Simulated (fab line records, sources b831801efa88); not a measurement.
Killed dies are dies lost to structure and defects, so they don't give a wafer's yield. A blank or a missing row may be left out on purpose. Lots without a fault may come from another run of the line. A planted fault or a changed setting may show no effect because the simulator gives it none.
A struck lot beside a sound one | flow sky130 | 14 steps out of a route of 708
Sound: wafers L136.1, L136.3, L136.4. Struck: wafers L138.1, L138.3, L138.4. The cause comes at the end.
At each step with rows: each side's tool, then ch and its chambers, then its first start. Under that, the readings that differ: sound wafers | struck wafers | difference of the means | sigmas: that difference in standard deviations of wafers without a fault.
alike: readings whose means differ by less than 2 such deviations, and words and numbers that are the same on both sides. not compared: withheld readings, readings that some wafer has no value for, bounds like >300 that may hide the same value, and numbers for which the record gives no deviation and whose values overlap.
The two part at a step that has a row with sigmas, a row that says differs or no value, or rows on one side only. Numbers that don't overlap but have no deviation are shown without sigmas and don't part them. A reading that every wafer of one side lacks parts them only if that side has two wafers or more.

first, 4 steps without rows for these wafers: SKY_METAL2_STRIP_21 (strips in post etch residue remover, time 1200 s); SKY_METAL2_CLEAN_22 (cleans in IPA, time 180 s); SKY_METAL2_CLEAN_23 (cleans in O3/DIW); SKY_VIA2_HDPCVD_00 (deposits SiO2, target thk 1180 nm, time 196.7 s).
SKY_VIA2_THK_MEAS_01:
  sound on film_metro-03, day 37 19:23; struck on film_metro-04, day 38 09:23
  alike: VIA2_HDPCVD_THK
SKY_VIA2_CMP_02: polishes SiO2.
  sound on cmp-02 ch 1,2,3, day 37 19:27; struck on cmp-01 ch 1,2,3, day 38 09:27
  alike: motor_current_A, slurry_flow_ml_min
SKY_VIA2_BOW_MEAS_03:
  sound on film_metro-02, day 37 19:45; struck on film_metro-02, day 38 09:45
  alike: VIA2_BOW
then, 5 steps without rows for these wafers: SKY_VIA2_DEHYDRATE_04 (time 60 s); SKY_VIA2_HMDS_05 (prime time 60 s); SKY_VIA2_COAT_06 (resist thk 60 nm); SKY_VIA2_COAT_07 (resist thk 450 nm); SKY_VIA2_SOFTBAKE_08 (time 90 s).
SKY_VIA2_EXPOSE_09: exposes mask VIM2, target cd 200 nm.
  sound on krf_scanner-01 ch 0, day 38 08:16; struck on krf_scanner-02, day 38 22:44
  no value came back on the struck wafers for exposure_dose_mJ_cm2, focus_offset_nm (nm), na; on the sound wafers exposure_dose_mJ_cm2 reads 37.94 37.95 37.98
  alike: mask
then, 1 step without rows for these wafers: SKY_VIA2_PEB_10.

WHERE THEY PART
Only at SKY_VIA2_EXPOSE_09, within this record.

WHY: what the simulator had put in
Skipped step whole: krf_scanner-02, from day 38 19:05 on, at SKY_VIA2_EXPOSE_09. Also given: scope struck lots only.
